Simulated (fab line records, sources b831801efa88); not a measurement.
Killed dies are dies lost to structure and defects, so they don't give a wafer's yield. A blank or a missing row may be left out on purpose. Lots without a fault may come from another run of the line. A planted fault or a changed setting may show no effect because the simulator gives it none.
Chamber matching | flow sky130 | SKY_PASSIVATION_CVD_02 on pecvd-04: 3 sister chambers
The step deposits Si3N4, target thk 540 nm. 6 wafers are shown with their chamber, then 8 later ones without.

WAFERS WITH THEIR CHAMBER
wafer  | chamber | heater_power_w (W) | susceptor_temp_C (C)
L081.1 | 1       | 594                | 399.50
L081.4 | 1       | 474                | 399.94
L082.2 | 2       | 658                | 399.77
L082.3 | 0       | 763                | 400.08
L082.5 | 2       | 663                | 400.03
L083.1 | 0       | 646                | 400.15

WAFERS WITHOUT THEIR CHAMBER
wafer  | heater_power_w (W) | susceptor_temp_C (C)
L083.3 | 506                | 400.05
L083.5 | 693                | 400.41
L089.1 | 756                | 399.93
L089.3 | 560                | 399.93
L089.5 | 584                | 399.88
L091.1 | 740                | 400.24
L091.3 | 589                | 399.75
L091.5 | 644                | 399.96

WHICH CHAMBER EACH WENT THROUGH
wafer  | from the rows above          | in truth
L083.3 | can't be placed: 1 or 2 or 0 | 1
L083.5 | can't be placed: 0 or 2      | 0
L089.1 | can't be placed: 0 or 2      | 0
L089.3 | can't be placed: 1 or 2 or 0 | 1
L089.5 | can't be placed: 1 or 2 or 0 | 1
L091.1 | can't be placed: 0 or 2      | 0
L091.3 | can't be placed: 1 or 2 or 0 | 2
L091.5 | can't be placed: 2 or 0 or 1 | 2
Placed correctly: 0 of 8. Can't be placed from these rows: 8 (the true chamber is among the candidates in 8). Placed wrongly: 0.
How it was worked out, from the rows above alone: a wafer's distance from a chamber is the root of the sum, over the readings, of the square of ((its reading less the chamber's mean) divided by the reading's scatter). The wafer belongs to the nearest chamber; if the next one is less than 2 further off, it can't be placed. A chamber's mean is the mean of its shown wafers. The scatter: the root of (the sum of the squares of (reading less its chamber's mean) over the shown wafers, divided by (wafers less chambers)).
